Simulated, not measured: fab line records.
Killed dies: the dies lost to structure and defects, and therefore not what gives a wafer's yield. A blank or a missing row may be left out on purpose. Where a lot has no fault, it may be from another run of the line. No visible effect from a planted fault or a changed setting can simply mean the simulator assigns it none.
Struck lot and sound lot, side by side :: flow sky130 :: 16 steps out of a route of 708
Sound: the wafers L642.3, L642.4, L642.5. Wafers struck: L652.1, L652.2, L652.5. The cause is given at the end.
At each step with rows: each side's tool, then ch and its chambers, then its first start. Under that, the readings that differ: sound wafers :: struck wafers :: difference of the means :: sigmas: that difference in standard deviations of wafers without a fault.
alike: readings whose means differ by less than 2 such deviations, and words and numbers that are the same on both sides. not compared: withheld readings, readings that some wafer has no value for, bounds like >300 that may hide the same value, and numbers for which the record gives no deviation and whose values overlap.
The two part at a step that has a row with sigmas, a row that says differs or no value, or rows on one side only. Numbers that don't overlap but have no deviation are shown without sigmas and don't part them. Lack of a reading on every wafer of one side parts them only where that side has two or more wafers.

first, 3 steps without rows for these wafers: SKY_METAL2_EXPOSE_12 (exposes mask MM2, target cd 140 nm); SKY_METAL2_PEB_13; SKY_METAL2_DEVELOP_14 (develop time 60 s).
SKY_METAL2_CD_MEAS_15: the cd target is 140 nm.
  sound on cd sem-02, day 36 23:14; struck on cd sem-02, day 40 11:29
  alike: cd nm
SKY_METAL2_OVL_MEAS_16:
  sound on overlay-02, day 36 23:19; struck on overlay-01, day 40 11:37
  alike: METAL2_OVL
SKY_METAL2_DESCUM_17: chemistry O2, time 8 s.
  sound on rie metal-04 ch 0,1, day 36 23:22; struck on rie metal-04 ch 0,1, day 40 11:39
  alike: drypump motor current A, oes product au
  not compared: rf hours counter h
SKY_METAL2_ETCH_18: etches BARC in N2/H2, stops on SiO2, time 45.9 s, target depth 60 nm.
  sound on rie metal-04 ch 0,1, day 36 23:24; struck on rie metal-04 ch 0,1, day 40 11:41
reading: oes product au (a.u.)
sound: 0.853 0.852 0.852
struck: 0.870 0.862 0.860
difference: +0.012
sigmas: +2
  alike: drypump motor current A, throttle valve pct
  not compared: rf hours counter h
SKY_METAL2_METAL_ETCH_19: etches the open film in Cl2/BCl3, stops on SiO2, target depth 360 nm, time 78 s.
  sound on rie metal-04 ch 0,1, day 36 23:28; struck on rie metal-04 ch 0,1, day 40 11:44
  alike: drypump motor current A, oes product au, throttle valve pct
  not compared: rf hours counter h
SKY_METAL2_STRIP_20: strips in O2/N2.
  sound on plasma asher-02 ch 0,1, day 36 23:34; struck on plasma asher-03 ch 0,1, day 40 11:50
  alike: drypump motor current A, oes product au, strip time to endpoint s
  not compared: rf hours counter h
then, 3 steps without rows for these wafers: SKY_METAL2_STRIP_21 (strips in post etch residue remover, time 1200 s); SKY_METAL2_CLEAN_22 (cleans in IPA, time 180 s); SKY_METAL2_CLEAN_23 (cleans in O3/DIW).
SKY_VIA2_HDPCVD_00: deposits SiO2, target thk 1180 nm, time 196.7 s.
  sound on hdpcvd-01 ch 0,1,2, day 37 00:09; struck on hdpcvd-02 ch 0,1, day 40 12:45
SKY_VIA2_THK_MEAS_01:
  sound on film metro-04, day 37 00:18; struck on film metro-01, day 40 12:53
reading: VIA2_HDPCVD_THK (nm)
sound: 1174 1176 1175
struck: 2341 2378 2373
difference: +1189
sigmas: +91
SKY_VIA2_CMP_02: polishes SiO2.
  sound on cmp-01 ch 0,2, day 37 00:23; struck on cmp-01 ch 0,1,2, day 40 12:56
  alike: motor current A, slurry filter dp kPa
-- the record jumps here: 9 days lie between the struck wafers' starts before and after (it left off in module VIA2 and takes up again in module PAD_OPEN, whose first step shown is number 708 of the route) --
SKY_PAD_OPEN_PROBE_99:
  the record has rows for the struck wafers here (prober-02, day 49 23:29) and none for the sound ones

WHERE THEY PART
Last at SKY_PAD_OPEN_PROBE_99 as far as this record goes, first at SKY_METAL2_ETCH_18.

WHY: what had been put in by the simulator
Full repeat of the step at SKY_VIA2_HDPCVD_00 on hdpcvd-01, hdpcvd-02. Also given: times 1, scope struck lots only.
